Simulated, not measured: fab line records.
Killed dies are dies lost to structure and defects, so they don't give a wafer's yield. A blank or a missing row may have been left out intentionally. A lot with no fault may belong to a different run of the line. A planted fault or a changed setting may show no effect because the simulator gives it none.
fab line records | flow sfqLine
[record] lots = 6 wafers = 18 lastDay = 86
route steps=325 shown M7@285 I7@296
lots that met no fault: taken from a fault-free run of the same line
startH: hours from the record's first day to the start of the lot's first wafer shown | waitH: hours elapsed since this lot's preceding step | " as in the row above | L1.1+2: one row covering several wafers at once | - no value, or no start given | * or withheld: withheld | < > ~ a bound
route shown NAME@n: names a module that has steps shown in the file, with the first one's number in the route | usual: average and standard deviation across the fault-free wafers | same: alike in all rows | chamber/n: place in a boat | sites: each site's reading | _std_site: their standard deviation | _edge_site: mean of outer sites minus mean of inner sites | radiusMm: how far each site lies from the wafer's centre | mask NAME#n: copy n | behind: the tool/chamber that last shaped the wafer | hold: the reason the lot was held/the length of the hold in hours/how it ended | device: transistor that didn't switch, given as n, p or np | end of line: tests run on the same wafers once the route is complete | a step without rows: its recipe alone | killed: count of dies lost to structure and defects at first sort (not the wafer's yield) | map: shows each die of a wafer: x if killed, . if not, _ if none is there
set.NAME: the setting the step ran with; set.NAME@STEP: the setting that earlier step ran with | model.NAME: the simulator's own value behind a step, which no gauge read
lots seen at some steps along the route; tables by step, rows by wafer
services: from which hour (startH, from the record's first day; less than 0 if before it) a tool's chamber was out of use, for how many hours, and why
[[steps]]
[step SFQ_TRILAYER_M7_LITHO_COAT_182]
[recipe] resist = BARC spinRpm = 3000 resistThkNm = 62
[step SFQ_TRILAYER_M7_LITHO_COAT_177]
[recipe] resist = KrF spinRpm = 3000 resistThkNm = 600
[step SFQ_TRILAYER_M7_LITHO_SOFTBAKE_181]
[recipe] tempC = withheld timeS = withheld resist = KrF
[step SFQ_TRILAYER_M7_LITHO_EXPOSE_178]
[recipe] maskId = M7 na = 0.6 sourceShape = conventional sigmaOuter = 0.65 targetCdNm = 500 doseMj = 14.4
[step SFQ_TRILAYER_M7_LITHO_PEB_180]
[recipe] pebTempC = 115 pebTimeS = 60 resist = KrF
[step SFQ_TRILAYER_M7_LITHO_DEVELOP_179]
[recipe] timeS = 60 resist = KrF
[step SFQ_M7_OVL_MEAS_945]
[usual] M7_OVL = -4/5.8
// columns lot.wafer tool chamber startH waitH M7_OVL[nm]
L813.3 overlay-02 - 1772.57 0.1 -11
L813.4 " - " " -11
L813.6 " - " " -8
L817.3 overlay-01 - 1806.73 0.1 1
L817.4 " - " " -12
L817.5 " - " " -4
L818.1 overlay-02 - 1819.20 0.1 1
L818.4 " - " " 4
L818.5 " - " " 2
L827.2 overlay-02 - 1848.76 0.1 -8
L827.4 " - " " -11
L827.5 " - " " -5
L830.2 overlay-02 - 1969.94 0.1 5
L830.3 " - " " 2
L830.6 " - " " 3
L831.2 overlay-01 - 2050.80 0.1 1
L831.4 " - " " -1
L831.5 " - " " 0
[step SFQ_TRILAYER_M7_BARC_OPEN_METAL_ETCH_229]
[recipe] maskMaterial = PR chemistry = O2 targetDepthNm = 125 target = BARC icpW = 600 biasW = 80 pressureMtorr = 10 timeS = 41.7
[usual] biasW = 79.99/0.23 drypumpMotorCurrentA = 5.5/0.48 oesProductAu = 0.685/0.0046
// columns lot.wafer tool chamber startH waitH biasW drypumpMotorCurrentA oesProductAu rfHoursCounterH
L813.3 rieMetal-04 0 1772.61 0.0 79.39 4.9 0.680 -
L813.4 " 1 " " 79.79 5.5 0.680 -
L813.6 " 1 " " 80.01 5.5 0.687 -
L817.3 rieMetal-02 1 1806.78 0.0 80.20 5.7 0.691 -
L817.4 " 0 " " 80.10 5.4 0.683 -
L817.5 " 0 " " 79.92 5.5 0.692 -
L818.1 rieMetal-02 0 1819.24 0.0 79.85 5.5 0.688 84
L818.4 " 0 " " 80.08 5.5 0.689 -
L818.5 " 1 " " 80.07 5.7 0.684 -
L827.2 rieMetal-02 1 1848.79 0.0 80.46 5.7 0.678 115
L827.4 " 0 " " 79.94 5.5 0.682 -
L827.5 " 1 " " 79.95 5.7 0.680 -
L830.2 rieMetal-03 0 1969.97 0.0 79.82 5.1 0.685 130
L830.3 " 1 " " 79.72 6.4 0.689 -
L830.6 " 0 " " 79.99 5.1 0.690 -
L831.2 rieMetal-04 0 2050.83 0.0 80.21 4.9 0.675 56
L831.4 " 1 " " 79.71 5.4 0.687 -
L831.5 " 0 " " 80.23 4.9 0.684 -
[step SFQ_TRILAYER_M7_ETCH_METAL_ETCH_180]
[recipe] target = Nb stopOn = SiO2 maskMaterial = PR chemistry = Cl2/Ar targetDepthNm = 240 icpW = 600 biasW = 80 pressureMtorr = 10 timeS = 120
[usual] biasW = 80.01/0.26 drypumpMotorCurrentA = 5.5/0.49 oesProductAu = 0.891/0.0071
// columns lot.wafer tool chamber startH waitH biasW drypumpMotorCurrentA oesProductAu rfHoursCounterH
L813.3 rieMetal-04 0 1772.69 0.1 79.41 4.9 0.892 -
L813.4 " 1 " " 79.86 5.5 0.894 -
L813.6 " 1 " " 80.19 5.4 0.893 -
L817.3 rieMetal-02 1 1806.86 0.1 79.83 5.7 0.886 -
L817.4 " 0 " " 80.22 5.5 0.880 -
L817.5 " 0 " " 80.17 5.5 0.887 -
L818.1 rieMetal-02 0 1819.30 0.0 79.80 5.5 0.891 84
L818.4 " 0 " " 80.25 5.5 0.889 -
L818.5 " 1 " " 79.90 5.7 0.889 -
L827.2 rieMetal-02 1 1848.85 0.0 79.75 5.7 0.884 115
L827.4 " 0 " " 79.53 5.4 0.884 -
L827.5 " 1 " " 79.76 5.7 0.883 -
L830.2 rieMetal-03 0 1970.03 0.0 80.11 5.1 0.907 130
L830.3 " 1 " " 79.54 6.4 0.910 -
L830.6 " 0 " " 79.73 5.1 0.894 -
L831.2 rieMetal-04 0 2050.89 0.0 79.91 4.9 0.889 56
L831.4 " 1 " " 80.06 5.4 0.881 -
L831.5 " 0 " " 80.31 4.9 0.886 -
[step SFQ_TRILAYER_M7_STRIP_STRIP_181]
[recipe] gas = O2 powerW = 200 platenTempC = 40 overashFraction = 0.65 chemistry = O2 pressureMtorr = 50
[usual] drypumpMotorCurrentA = 5.5/0.49 oesProductAu = 0.999/0.0076
// columns lot.wafer tool chamber startH waitH drypumpMotorCurrentA oesProductAu rfHoursCounterH
L813.3 rieMetal-04 0 1772.98 0.2 4.9 1.004 -
L813.4 " 1 " " 5.5 0.997 -
L813.6 " 1 " " 5.5 0.992 -
L817.3 rieMetal-02 1 1807.14 0.2 5.7 0.985 -
L817.4 " 0 " " 5.5 0.989 -
L817.5 " 0 " " 5.5 0.991 -
L818.1 rieMetal-02 0 1819.42 0.1 5.5 1.004 84
L818.4 " 0 " " 5.5 0.996 -
L818.5 " 1 " " 5.7 0.992 -
L827.2 rieMetal-02 1 1848.97 0.1 5.7 0.992 115
L827.4 " 0 " " 5.5 0.989 -
L827.5 " 1 " " 5.7 1.002 -
L830.2 rieMetal-03 0 1970.15 0.1 5.1 1.011 130
L830.3 " 1 " " 6.4 1.003 -
L830.6 " 0 " " 5.1 0.991 -
L831.2 rieMetal-04 0 2051.01 0.1 4.9 1.004 56
L831.4 " 1 " " 5.5 0.997 -
L831.5 " 0 " " 4.9 1.007 -
[step SFQ_TRILAYER_M7_STRIP_SOLV_CLEAN_182]
[recipe] chemistry = NMP tempC = 70 timeS = 600
[step SFQ_TRILAYER_I7_DEP_PECVD_183]
[recipe] material = SiO2 tempC = 150 timeS = 111.11 pressureTorr = 2.4 rfW = 183.3 precursor = SiH4/N2O targetThkNm = 500
[usual] chamberPressureTorr = 2.400/0.0051 heaterPowerW = 88/19 showerheadVppV = 833/40 throttleValvePct = 24.2/1.4
// columns lot.wafer tool chamber startH waitH chamberPressureTorr heaterPowerW showerheadVppV throttleValvePct
L813.3 pecvd-02 0 1773.55 0.0 2.403 70 844 26.9
L813.4 " 2 " " 2.402 80 917 25.9
L813.6 " 0 " " 2.402 72 856 27.1
L817.3 pecvd-04 0 1807.72 0.0 2.408 92 749 25.1
L817.4 " 1 " " 2.393 93 803 24.7
L817.5 " 2 " " 2.409 145 826 24.5
L818.1 pecvd-01 0 1820.20 0.0 2.400 98 813 23.2
L818.4 " 0 " " 2.394 98 807 23.5
L818.5 " 2 " " 2.408 67 879 23.6
L827.2 pecvd-02 2 1849.75 0.0 2.404 79 886 26.0
L827.4 " 2 " " 2.399 82 913 26.0
L827.5 " 1 " " 2.404 69 847 22.9
L830.2 pecvd-01 1 1970.93 0.0 2.396 94 814 22.9
L830.3 " 1 " " 2.396 96 823 22.8
L830.6 " 1 " " 2.402 97 812 22.4
L831.2 pecvd-02 1 2051.84 0.0 2.401 84 822 22.9
L831.4 " 2 " " 2.408 67 896 26.0
L831.5 " 0 " " 2.403 67 850 27.1
[step SFQ_TRILAYER_I7_CMP_CMP_184]
[recipe] material = SiO2 downForcePsi = 3 platenRpm = 60 padVelocityMS = 0.94248
[usual] headPressurePsi = 3.000/0.007 motorCurrentA = 9.7/0.93 timeToEndpointS = 218/6.3
// columns lot.wafer tool chamber startH waitH headPressurePsi motorCurrentA timeToEndpointS
L813.3 cmp-02 1 1774.77 1.2 3.010 9.8 214
L813.4 " 3 1775.77 2.1 3.002 12.1 230
L813.6 " 2 1777.27 3.6 2.998 9.2 220
L817.4 cmp-02 0 1808.79 1.0 2.778 9.4 237
L817.3 " 1 " " 2.767 9.4 235
L817.5 " 3 1810.29 2.5 2.771 11.4 234
L818.1 cmp-02 2 1820.28 0.0 2.781 9.1 218
L818.4 " 0 1821.28 1.0 2.768 9.4 229
L818.5 " 3 1822.78 2.5 2.763 11.2 232
L827.2 cmp-01 2 1850.34 0.5 2.989 8.6 222
L827.4 " 1 1851.84 2.0 3.001 9.4 227
L827.5 " 2 " " 3.000 8.5 227
L830.2 cmp-02 1 1971.54 0.6 2.995 10.1 207
L830.3 " 3 1972.54 1.5 2.997 11.9 205
L830.6 " 1 1973.54 2.5 2.999 10.8 217
L831.2 cmp-02 0 2052.02 0.1 2.992 9.2 214
L831.4 " 2 2053.02 1.1 3.011 9.7 216
L831.5 " 1 2054.52 2.6 2.999 10.1 217
[step SFQ_I7_BOW_MEAS_946]
[recipe] mode = bow
[usual] I7_BOW = 4/11
// columns lot.wafer tool chamber startH waitH I7_BOW[um]
L813.3 filmMetro-03 - 1777.81 2.5 13
L813.4 " - " " 9
L813.6 " - " " 10
L817.3 filmMetro-01 - 1810.83 1.0 -9
L817.4 " - " " -5
L817.5 " - " " -17
L818.1 filmMetro-04 - 1823.28 2.5 17
L818.4 " - " " 22
L818.5 " - " " 21
L827.2 filmMetro-04 - 1853.36 2.5 9
L827.4 " - " " 23
L827.5 " - " " 6
L830.2 filmMetro-03 - 1974.06 2.0 6
L830.3 " - " " 16
L830.6 " - " " 0
L831.2 filmMetro-04 - 2055.04 2.5 3
L831.4 " - " " 0
L831.5 " - " " 0
[[services]]
// columns tool chamber startH hours kind
rieMetal-02 1 1751.67 18.5 repair
cmp-02 - 1756.25 2.6 repair
rieMetal-02 - 1767.73 14.6 pm
pecvd-01 2 1796.47 4.4 repair
rieMetal-02 - 1816.02 0.1 repair
rieMetal-03 - 1817.67 0.1 repair
pecvd-02 0 1831.21 6.1 repair
rieMetal-02 - 1847.14 1.4 pm
pecvd-02 - 1860.67 1.6 repair
rieMetal-02 0 1882.42 2.1 repair
rieMetal-03 1 1889.14 4.3 repair
pecvd-01 1 1903.19 6.1 repair
cmp-02 - 1904.79 3.1 repair
cmp-02 - 1934.99 1.2 repair
cmp-02 - 1942.91 4.0 pm
rieMetal-03 - 1943.98 14.6 pm
cmp-02 - 1952.67 7.6 pm
pecvd-01 0 1961.31 21.4 repair
pecvd-01 - 1975.95 1.4 repair
cmp-02 - 1996.49 0.6 repair
rieMetal-04 - 1998.13 0.9 repair
cmp-02 - 2001.27 5.8 repair
cmp-02 - 2003.00 1.5 repair
pecvd-01 - 2011.93 6.0 pm
[[key]]
[firstSign] step = SFQ_TRILAYER_I7_CMP_CMP_184 reading = headPressurePsi direction = down sigmas = 33 usual = 3.000 struck = 2.772
[effect] step = SFQ_TRILAYER_I7_CMP_CMP_184 reading = timeToEndpointS direction = up sigmas = 2.1 usual = * struck = *
metAt SFQ_TRILAYER_I7_CMP_CMP_184
struckWafers L817.3,L817.4,L817.5,L818.1,L818.4,L818.5
onsetBetween 1774.77 1808.79
[fault] kind = processParameterDrift tool = cmp-02 chamber = - onsetH = 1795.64 steps = SFQ_TRILAYER_I7_CMP_CMP_184 channel = downForcePsi offset = -0.22913 shape = step endH = 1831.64 actsIn = theseRecipesOnly stated = 3
